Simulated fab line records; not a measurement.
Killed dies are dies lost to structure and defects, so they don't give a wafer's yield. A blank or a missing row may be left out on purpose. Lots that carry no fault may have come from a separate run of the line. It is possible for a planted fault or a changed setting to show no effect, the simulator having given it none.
fab line records ; flow sfqLine
record: lots: 6; wafers: 18; lastDay: 91
route steps=325 shown R5@220 I5@228
lots that met no fault: taken from a fault-free run of the same line
startH: hours from the record's first day to the start of the lot's first wafer shown ; waitH: hours from the lot's prior step to this one ; " same as the row above ; L1.1+2: several wafers, shown together as one row ; - value missing, or start not given ; * or withheld: withheld ; < > ~ a bound
route shown NAME@n: NAME is a module with steps in the file, n the number in the route of the first one ; usual: mean and standard deviation over wafers with no fault ; same: alike in all rows ; chamber/n: place in a boat ; sites: each site's reading ; _std_site: standard deviation across them ; _edge_site: outer sites' mean less inner sites' ; radiusMm: how far each site lies from the wafer's centre ; mask NAME#n: copy n ; behind: the most recent tool/chamber to have shaped the wafer ; hold: reason for holding the lot/hours on hold/outcome of the hold ; device: names the non-switching transistor (n, p or np) ; end of line: at the end of the route, the tests of the same wafers ; a step with no rows: only its recipe ; killed: not the wafer's yield, but the dies lost to structure and defects at the first sort ; map: dies across one wafer; x = killed, . = not, _ = none there
set.NAME: setting as actually run; set.NAME@STEP: the setting as run at that earlier step ; model.NAME: the simulator's own value behind a step, which no gauge read
lots at some steps of the route; a table a step, a row a wafer
services: a tool's chamber out of use, with start hour (startH, from the record's first day; less than 0 if before it), hours out, and reason
== steps ==
step: SFQ_TRILAYER_R5_LITHO_EXPOSE_137
recipe: maskId: R5; na: 0.6; sourceShape: conventional; sigmaOuter: 0.65; targetCdNm: 500; doseMj: 14.4
step: SFQ_TRILAYER_R5_LITHO_PEB_139
recipe: pebTempC: 115; pebTimeS: 60; resist: KrF
step: SFQ_TRILAYER_R5_LITHO_DEVELOP_138
recipe: timeS: 60; resist: KrF
step: SFQ_R5_OVL_MEAS_935
usual: R5_OVL: 3/4.6
lot.wafer;tool;chamber;startH;waitH;R5_OVL[nm]
L999.2;overlay-02;-;1471.93;0.1;-4
L999.4;overlay-02;-;1471.93;0.1;-4
L999.6;overlay-02;-;1471.93;0.1;-2
L109.1;overlay-01;-;1505.32;0.1;1
L109.2;overlay-01;-;1505.32;0.1;-4
L109.6;overlay-01;-;1505.32;0.1;-6
L110.1;overlay-01;-;1507.72;0.1;3
L110.4;overlay-01;-;1507.72;0.1;-7
L110.6;overlay-01;-;1507.72;0.1;-3
L112.1;overlay-01;-;1538.92;0.1;-2
L112.4;overlay-01;-;1538.92;0.1;-3
L112.6;overlay-01;-;1538.92;0.1;0
L115.2;overlay-01;-;1557.35;0.1;4
L115.3;overlay-01;-;1557.35;0.1;5
L115.5;overlay-01;-;1557.35;0.1;-3
L116.1;overlay-01;-;1558.55;0.1;5
L116.3;overlay-01;-;1558.55;0.1;5
L116.4;overlay-01;-;1558.55;0.1;5
step: SFQ_TRILAYER_R5_BARC_OPEN_METAL_ETCH_177
recipe: maskMaterial: PR; chemistry: O2; targetDepthNm: 125; target: BARC; icpW: 600; biasW: 80; pressureMtorr: 10; timeS: 41.7
usual: drypumpMotorCurrentA: 5.36/0.23; oesProductAu: 0.685/0.0044
lot.wafer;tool;chamber;startH;waitH;drypumpMotorCurrentA;oesProductAu;rfHoursCounterH
L999.2;rieMetal-04;0;1471.96;0.0;5.06;0.687;60
L999.4;rieMetal-04;0;1471.96;0.0;5.07;0.683;-
L999.6;rieMetal-04;1;1471.96;0.0;5.32;0.691;-
L109.1;rieMetal-03;1;1505.36;0.0;5.53;0.681;1
L109.2;rieMetal-03;0;1505.36;0.0;5.25;0.681;42
L109.6;rieMetal-03;1;1505.36;0.0;5.52;0.691;-
L110.1;rieMetal-03;1;1507.76;0.0;5.53;0.686;2
L110.4;rieMetal-03;1;1507.76;0.0;5.53;0.679;-
L110.6;rieMetal-03;0;1507.76;0.0;5.22;0.686;-
L112.1;rieMetal-01;1;1538.96;0.0;5.36;0.687;106
L112.4;rieMetal-01;1;1538.96;0.0;5.38;0.689;-
L112.6;rieMetal-01;0;1538.96;0.0;5.84;0.686;-
L115.2;rieMetal-04;1;1557.38;0.0;5.27;0.684;34
L115.3;rieMetal-04;0;1557.38;0.0;5.07;0.687;-
L115.5;rieMetal-04;0;1557.38;0.0;5.07;0.681;-
L116.1;rieMetal-03;1;1558.58;0.0;5.50;0.680;10
L116.3;rieMetal-03;1;1558.58;0.0;5.52;0.684;-
L116.4;rieMetal-03;0;1558.58;0.0;5.21;0.684;-
step: SFQ_TRILAYER_R5_ETCH_METAL_ETCH_139
recipe: stopOn: SiO2; maskMaterial: PR; chemistry: Cl2; targetDepthNm: 60; icpW: 600; biasW: 80; pressureMtorr: 10; timeS: 40
usual: drypumpMotorCurrentA: 5.36/0.23; oesProductAu: 0.988/0.0075
lot.wafer;tool;chamber;startH;waitH;drypumpMotorCurrentA;oesProductAu;rfHoursCounterH
L999.2;rieMetal-04;0;1472.02;0.0;5.04;0.985;60
L999.4;rieMetal-04;0;1472.02;0.0;5.04;0.997;-
L999.6;rieMetal-04;1;1472.02;0.0;5.30;0.983;-
L109.1;rieMetal-03;1;1505.42;0.0;5.51;0.995;1
L109.2;rieMetal-03;0;1505.42;0.0;5.26;0.991;42
L109.6;rieMetal-03;1;1505.42;0.0;5.51;0.987;-
L110.1;rieMetal-03;1;1507.82;0.0;5.51;0.995;2
L110.4;rieMetal-03;1;1507.82;0.0;5.51;0.993;-
L110.6;rieMetal-03;0;1507.82;0.0;5.25;0.985;-
L112.1;rieMetal-01;1;1539.02;0.0;5.38;0.996;107
L112.4;rieMetal-01;1;1539.02;0.0;5.38;0.995;-
L112.6;rieMetal-01;0;1539.02;0.0;5.83;0.985;-
L115.2;rieMetal-04;1;1557.44;0.0;5.30;0.978;34
L115.3;rieMetal-04;0;1557.44;0.0;5.06;0.987;-
L115.5;rieMetal-04;0;1557.44;0.0;5.07;0.993;-
L116.1;rieMetal-03;1;1558.64;0.0;5.52;0.995;10
L116.3;rieMetal-03;1;1558.64;0.0;5.54;0.982;-
L116.4;rieMetal-03;0;1558.64;0.0;5.27;0.995;-
step: SFQ_TRILAYER_R5_STRIP_STRIP_140
recipe: gas: O2; powerW: 200; platenTempC: 40; overashFraction: 0.65; chemistry: O2; pressureMtorr: 50
usual: drypumpMotorCurrentA: 5.36/0.23; oesProductAu: 0.999/0.013
same: overashFraction: 0.65
lot.wafer;tool;chamber;startH;waitH;drypumpMotorCurrentA;oesProductAu;rfHoursCounterH
L999.2;rieMetal-04;0;1472.08;0.0;5.03;1.005;61
L999.4;rieMetal-04;0;1472.08;0.0;5.04;1.003;-
L999.6;rieMetal-04;1;1472.08;0.0;5.29;0.987;-
L109.1;rieMetal-03;1;1505.48;0.0;5.53;1.007;1
L109.2;rieMetal-03;0;1505.48;0.0;5.23;1.004;42
L109.6;rieMetal-03;1;1505.48;0.0;5.51;1.009;-
L110.1;rieMetal-03;1;1507.88;0.0;5.52;1.012;2
L110.4;rieMetal-03;1;1507.88;0.0;5.55;1.011;-
L110.6;rieMetal-03;0;1507.88;0.0;5.25;0.987;-
L112.1;rieMetal-01;1;1539.08;0.0;5.37;1.018;107
L112.4;rieMetal-01;1;1539.08;0.0;5.39;1.015;-
L112.6;rieMetal-01;0;1539.08;0.0;5.84;0.988;-
L115.2;rieMetal-04;1;1557.50;0.0;5.29;0.976;35
L115.3;rieMetal-04;0;1557.50;0.0;5.08;0.990;-
L115.5;rieMetal-04;0;1557.50;0.0;5.07;1.005;-
L116.1;rieMetal-03;1;1558.70;0.0;5.53;1.013;10
L116.3;rieMetal-03;1;1558.70;0.0;5.55;1.011;-
L116.4;rieMetal-03;0;1558.70;0.0;5.25;1.007;-
step: SFQ_TRILAYER_R5_STRIP_SOLV_CLEAN_141
recipe: chemistry: NMP; tempC: 70; timeS: 600
step: SFQ_TRILAYER_A5C_DEP_PECVD_142
recipe: material: SiO2; tempC: 150; timeS: 15.556; pressureTorr: 2.4; rfW: 183.3; precursor: SiH4/N2O; targetThkNm: 70
usual: heaterPowerW: 82/14; throttleValvePct: 26.1/1.2
lot.wafer;tool;chamber;startH;waitH;heaterPowerW;throttleValvePct
L999.2;pecvd-01;0;1472.85;0.0;75;26.1
L999.4;pecvd-01;0;1472.85;0.0;77;26.2
L999.6;pecvd-01;1;1472.85;0.0;76;27.4
L109.1;pecvd-04;0;1506.25;0.0;90;24.7
L109.2;pecvd-04;1;1506.25;0.0;61;26.5
L109.6;pecvd-04;0;1506.25;0.0;88;24.8
L110.1;pecvd-02;0;1508.65;0.0;60;24.9
L110.4;pecvd-02;1;1508.65;0.0;68;24.6
L110.6;pecvd-02;0;1508.65;0.0;60;24.5
L112.1;pecvd-01;1;1539.85;0.0;79;27.8
L112.4;pecvd-01;0;1539.85;0.0;78;26.4
L112.6;pecvd-01;2;1539.85;0.0;110;26.6
L115.2;pecvd-01;1;1558.27;0.0;79;27.8
L115.3;pecvd-01;0;1558.27;0.0;87;26.5
L115.5;pecvd-01;2;1558.27;0.0;97;26.6
L116.1;pecvd-04;1;1559.47;0.0;73;26.5
L116.3;pecvd-04;0;1559.47;0.0;101;25.0
L116.4;pecvd-04;2;1559.47;0.0;84;25.4
step: SFQ_TRILAYER_I5_LITHO_COAT_149
recipe: resist: BARC; spinRpm: 3000; resistThkNm: 62
step: SFQ_TRILAYER_I5_LITHO_COAT_144
recipe: resist: KrF; spinRpm: 3000; resistThkNm: 650
step: SFQ_TRILAYER_I5_LITHO_SOFTBAKE_148
recipe: tempC: withheld; timeS: withheld; resist: KrF
step: SFQ_TRILAYER_I5_LITHO_EXPOSE_145
recipe: maskId: I5; na: 0.6; sourceShape: conventional; sigmaOuter: 0.65; targetCdNm: 700; doseMj: 21.3
usual: exposureDoseMJCm2: 21.299/0.022; focusOffsetNm: -0.1/0.53; sigmaOuter: 0.65/0
lot.wafer;tool;chamber;startH;waitH;mask;exposureDoseMJCm2;focusOffsetNm;sigmaOuter
L999.2;krfScanner-02;0;1594.45;-;I5#0;21.301;0.6;0.65
L999.4;krfScanner-02;0;1594.45;-;I5#0;21.309;0.6;0.65
L999.6;krfScanner-02;0;1594.45;-;I5#0;21.330;0.4;0.65
L109.1;krfScanner-01;-;1624.04;-;I5#0;-;-;-
L109.2;krfScanner-01;-;1624.04;-;I5#0;-;-;-
L109.6;krfScanner-01;-;1624.04;-;I5#0;-;-;-
L110.1;krfScanner-01;-;1627.64;-;I5#0;-;-;-
L110.4;krfScanner-01;-;1627.64;-;I5#0;-;-;-
L110.6;krfScanner-01;-;1627.64;-;I5#0;-;-;-
L112.1;krfScanner-01;0;1648.04;-;I5#0;21.344;-0.4;0.65
L112.4;krfScanner-01;0;1648.04;-;I5#0;21.312;0.1;0.65
L112.6;krfScanner-01;0;1648.04;-;I5#0;21.307;0.8;0.65
L115.2;krfScanner-01;0;1665.04;-;I5#0;21.307;-0.9;0.65
L115.3;krfScanner-01;0;1665.04;-;I5#0;21.301;0.3;0.65
L115.5;krfScanner-01;0;1665.04;-;I5#0;21.309;-0.3;0.65
L116.1;krfScanner-01;0;1667.24;-;I5#0;21.300;-0.4;0.65
L116.3;krfScanner-01;0;1667.24;-;I5#0;21.325;-0.8;0.65
L116.4;krfScanner-01;0;1667.24;-;I5#0;21.316;-0.1;0.65
step: SFQ_TRILAYER_I5_LITHO_PEB_147
recipe: pebTempC: 115; pebTimeS: 60; resist: KrF
== services ==
tool;chamber;startH;hours;kind
krfScanner-02;-;1453.52;1.3;pm
krfScanner-01;-;1467.64;0.3;repair
krfScanner-02;-;1472.82;1.0;pm
krfScanner-01;-;1481.21;4.0;pm
krfScanner-01;-;1487.63;11.6;pm
pecvd-04;2;1493.32;10.4;repair
rieMetal-03;-;1511.07;2.8;pm
pecvd-02;1;1519.27;6.2;repair
krfScanner-01;-;1525.58;1.0;pm
krfScanner-02;-;1529.75;0.3;repair
krfScanner-01;-;1533.78;1.3;pm
pecvd-04;-;1538.30;2.8;repair
krfScanner-02;-;1547.02;4.0;pm
rieMetal-04;-;1559.62;0.7;repair
krfScanner-01;-;1574.96;0.8;pm
rieMetal-01;-;1576.38;2.4;repair
krfScanner-02;-;1595.45;0.8;pm
krfScanner-01;-;1595.85;1.8;repair
krfScanner-02;-;1618.98;4.4;pm
krfScanner-02;-;1629.36;1.3;pm
pecvd-04;-;1640.43;0.8;pm
krfScanner-02;-;1641.46;1.0;pm
pecvd-02;-;1647.03;2.4;repair
rieMetal-03;-;1648.06;0.7;repair
== key ==
firstSign: step: SFQ_TRILAYER_I5_LITHO_EXPOSE_145; reading: toolRecord; direction: missing
effect none on later readings
metAt SFQ_TRILAYER_I5_LITHO_EXPOSE_145
struckWafers L109.1,L109.2,L109.6,L110.1,L110.4,L110.6
fault: kind: skippedStepWhole; tool: krfScanner-01; chamber: -; onsetH: 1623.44; steps: SFQ_TRILAYER_I5_LITHO_EXPOSE_145; scope: struckLotsOnly
